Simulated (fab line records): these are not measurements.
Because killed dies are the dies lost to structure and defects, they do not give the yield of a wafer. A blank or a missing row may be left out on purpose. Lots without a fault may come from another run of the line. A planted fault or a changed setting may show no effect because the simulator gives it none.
A struck lot beside a sound one || flow gf180mcu || 15 out of 602 route steps
Sound: these wafers, L485.2, L485.3, L485.5. Struck: wafers L500.4, L500.5. (L500.6 of the same lot was not struck and is left out.) The cause comes at the end.
For every step that has rows: the tool of each side, followed by ch and its chambers, followed by its first start. Under that, the readings that differ: sound wafers || struck wafers || difference of the means || sigmas: that difference in standard deviations of wafers without a fault.
alike: a reading whose means differ by less than 2 such deviations, as well as words and numbers matching on both sides. not compared: withheld readings; readings where some wafer has no value; bounds like >300 that might hide an equal value; numbers whose values overlap and for which the record gives no deviation.
Wherever a step has rows on one side only, a row that says differs or no value, or a row with sigmas, the two part there. Numbers that don't overlap but have no deviation are shown without sigmas and don't part them. A reading missing from all wafers of one side parts the sides only when that side holds two or more wafers.

GF_M2_SPUTTER_04: material TiN, target thk 50 nm, time 41.7 s.
  sound on pvd_sputter-03, day 19 05:30; struck on pvd_sputter-01, day 24 18:33
  alike: cathode_dc_power_W, throttle_valve_pct
GF_M2_RS_MEAS_05: measures by four-point-probe.
  sound on film_metro-01, day 19 05:34; struck on film_metro-01, day 24 18:39
  alike: M2_ALCU_RS
GF_M2_THK_MEAS_06: measures by xrf.
  sound on film_metro-01, day 19 05:40; struck on film_metro-01, day 24 18:44
  alike: M2_ALCU_THK
then, 7 steps without rows for these wafers: GF_M2_DEHYDRATE_07 (time 60 s); GF_M2_HMDS_08 (prime time 60 s); GF_M2_COAT_09 (resist thk 1000 nm); GF_M2_SOFTBAKE_10 (time 60 s); GF_M2_EXPOSE_11 (exposes mask Metal2, target cd 280 nm); GF_M2_PEB_12 (peb time 90 s); GF_M2_DEVELOP_13 (develop time 60 s).
GF_M2_CD_MEAS_14 targets a cd of 280 nm.
  sound on cd_sem-01, day 20 05:47; struck on cd_sem-02, day 25 16:07
  alike: cd_nm
GF_M2_OVL_MEAS_15:
  sound on overlay-02, day 20 05:53; struck on overlay-02, day 25 16:11
  alike: M2_OVL
GF_M2_METAL_ETCH_16: etches the open film in Cl2/BCl3, stops on SiO2, target depth 627.5 nm, time 104.6 s.
  sound on rie_metal-03 ch 0,1, day 20 05:55; struck on rie_metal-03 ch 0, day 25 16:15
{"reading": "bias_w (W)", "sound": "140.0 140.9 138.9", "struck": "148.0 148.3", "difference": "+8.2", "sigmas": "+18"}
  alike: bcl3_flow_sccm, drypump_motor_current_A, he_backside_leak_sccm, oes_product_au, throttle_valve_pct
  not compared: rf_hours_counter_h
GF_M2_STRIP_17: strips in O2/N2.
  sound on plasma_asher-03 ch 1, day 20 06:02; struck on plasma_asher-04 ch 1, day 25 16:22
{"reading": "oes_product_au (a.u.)", "sound": "0.568 0.555 0.569", "struck": "0.548 0.558", "difference": -0.011, "sigmas": -2}
{"reading": "strip_time_to_endpoint_s (s)", "sound": "7.99 7.88 7.99", "struck": "7.85 7.76", "difference": -0.15, "sigmas": -3}
  alike: drypump_motor_current_A, heater_power_w
  not compared: rf_hours_counter_h
GF_PASSIVATION_PROBE_99:
  the record has rows for the sound wafers here (prober-01, day 29 21:34) and none for the struck ones

== WHERE THEY PART ==
Last at GF_PASSIVATION_PROBE_99 as far as this record goes, first at GF_M2_METAL_ETCH_16.

WHY: whatever the simulator had introduced
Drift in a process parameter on rie_metal-03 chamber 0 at GF_M2_METAL_ETCH_16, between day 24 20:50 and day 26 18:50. The setting bias_w was moved by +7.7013, starting from 140. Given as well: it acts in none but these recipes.
